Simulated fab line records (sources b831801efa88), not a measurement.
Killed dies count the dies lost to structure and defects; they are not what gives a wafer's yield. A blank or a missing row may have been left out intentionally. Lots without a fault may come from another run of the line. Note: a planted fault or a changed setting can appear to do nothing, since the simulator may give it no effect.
Which of the tools did it?	flow sky130	12 lots with 36 wafers sampled at 4 steps, on a route of 708 steps

## WHAT THE GAUGES READ, wafer by wafer
SKY_VIA2_BOW_MEAS_03. Usual: VIA2_BOW gives 86 um (standard deviation 7.1).
lot	measured	on	VIA2_BOW (um)	flag
L143	day 35 11:23	film_metro-01	93 94 79	
L144	day 35 15:04	film_metro-02	80 81 94	
L145	day 35 16:37	film_metro-01	91 92 89	
L147	day 36 07:46	film_metro-01	91 92 81	
L152	day 37 19:35	film_metro-03	84 85 84	
L153	day 37 21:45	film_metro-03	88 79 88	
L154	day 38 11:21	film_metro-01	90 96 89	
L155	day 38 16:34	film_metro-02	84 68 86	
L161	day 40 22:37	film_metro-03	97 84 69	
L164	day 42 03:34	film_metro-02	97 87 90	
L166	day 42 04:10	film_metro-01	90 88 92	
L165	day 42 11:04	film_metro-03	94 88 77	

SKY_METAL3_CD_MEAS_13 targets a cd of 300 nm. Usual: cd_nm reads 299.7 nm (standard deviation 1.3).
lot	measured	on	cd_nm (nm)	flag
L143	day 38 19:09	cd_sem-02	300.3 300.2 300.2	
L144	day 38 21:16	cd_sem-01	299.5 296.8 298.4	
L145	day 39 00:37	cd_sem-01	300.0 299.6 300.8	
L147	day 39 14:08	cd_sem-01	300.6 301.4 300.3	
L152	day 40 23:43	cd_sem-02	300.4 301.3 299.0	
L153	day 41 02:35	cd_sem-01	301.2 297.9 299.3	
L154	day 41 14:11	cd_sem-01	300.0 298.9 298.3	
L155	day 42 01:17	cd_sem-01	300.2 300.3 301.1	
L161	day 43 23:44	cd_sem-02	300.2 301.2 300.0	
L166	day 45 03:41	cd_sem-01	298.4 299.5 298.5	

## WHICH TOOL RAN EACH LOT (tool, then ch and the chambers of the sampled wafers, then the start)
lot	SKY_METAL3_SPUTTER_00	SKY_CAPM_STRIP_14
L143	pvd_sputter-04, day 36 15:04	plasma_asher-03 ch 0,1, day 37 17:18
L144	pvd_sputter-04, day 36 17:30	plasma_asher-04 ch 0,1, day 37 19:45
L145	pvd_sputter-01, day 36 20:02	plasma_asher-04 ch 0,1, day 37 22:25
L147	pvd_sputter-04, day 37 10:47	plasma_asher-03 ch 0,1, day 38 12:26
L152	pvd_sputter-03, day 38 22:15	plasma_asher-01 ch 0,1, day 39 22:40
L153	pvd_sputter-04, day 39 00:28	plasma_asher-04 ch 0, day 40 01:17
L154	pvd_sputter-04, day 39 13:51	plasma_asher-01 ch 0,1, day 40 14:13
L155	pvd_sputter-04, day 39 18:51	plasma_asher-04 ch 0,1, day 41 00:29
L161	pvd_sputter-03, day 42 00:16	plasma_asher-01 ch 0,1, day 43 00:41
L164	pvd_sputter-03, day 43 04:51	plasma_asher-01 ch 0,1, day 44 03:17
L166	pvd_sputter-04, day 43 05:38	plasma_asher-01 ch 0,1, day 44 04:23
L165	pvd_sputter-04, day 43 11:12	plasma_asher-04 ch 0,1, day 44 09:31
- SKY_METAL3_SPUTTER_00: material Ti, target thk 15 nm, time 10 s.
- SKY_CAPM_STRIP_14: strips in O2/N2.

## AS READ BY THE TOOLS THEMSELVES (means over the sampled wafers that have a number; for cases with no such wafer, the mark the record gives instead)
SKY_METAL3_SPUTTER_00. Usual: cathode_dc_power_W 3000.1 W, standard deviation 0.49; chamber_pressure_pa 0.4000 Pa, standard deviation 0.00077; throttle_valve_pct 30.1 %, standard deviation 1.2.
lot	tool	cathode_dc_power_W (W)	chamber_pressure_pa (Pa)	throttle_valve_pct (%)	flag
L143	pvd_sputter-04	2999.9	0.3999	30.1	
L144	pvd_sputter-04	2999.6	0.4003	30.5	
L145	pvd_sputter-01	2999.7	0.4004	29.4	
L147	pvd_sputter-04	2999.6	0.4003	30.3	
L152	pvd_sputter-03	3000.6	0.4010	29.2	
L153	pvd_sputter-04	3000.0	0.3999	30.5	
L154	pvd_sputter-04	3000.4	0.4001	30.3	
L155	pvd_sputter-04	3000.1	0.3993	30.2	
L161	pvd_sputter-03	3000.4	0.3997	30.8	
L164	pvd_sputter-03	3000.4	0.4001	29.9	
L166	pvd_sputter-04	2999.8	0.4008	30.0	
L165	pvd_sputter-04	3000.0	0.3986	30.1	

SKY_CAPM_STRIP_14. Usual: chamber_pressure_mTorr 1499.9 mTorr, standard deviation 1.3; drypump_motor_current_A 5.8 A, standard deviation 0.51; oes_product_au 0.710 a.u., standard deviation 0.0049; strip_time_to_endpoint_s 12.63 s, standard deviation 0.036.
lot	tool	chamber_pressure_mTorr (mTorr)	drypump_motor_current_A (A)	oes_product_au (a.u.)	strip_time_to_endpoint_s (s)	flag
L143	plasma_asher-03	1498.8	5.8	0.711	12.62	
L144	plasma_asher-04	1500.4	5.8	0.709	12.63	
L145	plasma_asher-04	1500.5	5.5	0.705	12.63	
L147	plasma_asher-03	1499.6	6.2	0.711	12.58	
L152	plasma_asher-01	1500.2	5.8	0.712	12.61	
L153	plasma_asher-04	1500.2	6.2	0.713	12.60	
L154	plasma_asher-01	1498.9	5.8	0.713	12.62	
L155	plasma_asher-04	1500.9	5.4	0.708	12.61	
L161	plasma_asher-01	1500.2	5.8	0.706	12.70	
L164	plasma_asher-01	-	-	-	-	OFF
L166	plasma_asher-01	1500.5	5.8	0.713	12.66	
L165	plasma_asher-04	-	-	-	-	OFF

## THE ANSWER, worked out from the rows above alone
Rule: a lot is off if the mean of its wafers that have a number lies more than 3 standard deviations from the usual mean. Also off: a lot with no number at a reading for which 4 or more lots have one. Any other lot the step has rows for is counted as sound. The gauges are gone through in route order, then the tools' own readings, and for those a lot's mean is taken as printed above. The first step at which some lot is off is used, and at that step the reading that is off furthest; a lot without a number counts as furthest.
Off: L164, L165, at SKY_CAPM_STRIP_14 (chamber_pressure_mTorr). Without a number there: L164, L165.
If a tool, at that step or one of the process steps before it, ran each lot that is off and ran no sound lot following the first of them, it fits. Not one of the candidates tried fits.

## WHAT THE SIMULATOR PUT IN
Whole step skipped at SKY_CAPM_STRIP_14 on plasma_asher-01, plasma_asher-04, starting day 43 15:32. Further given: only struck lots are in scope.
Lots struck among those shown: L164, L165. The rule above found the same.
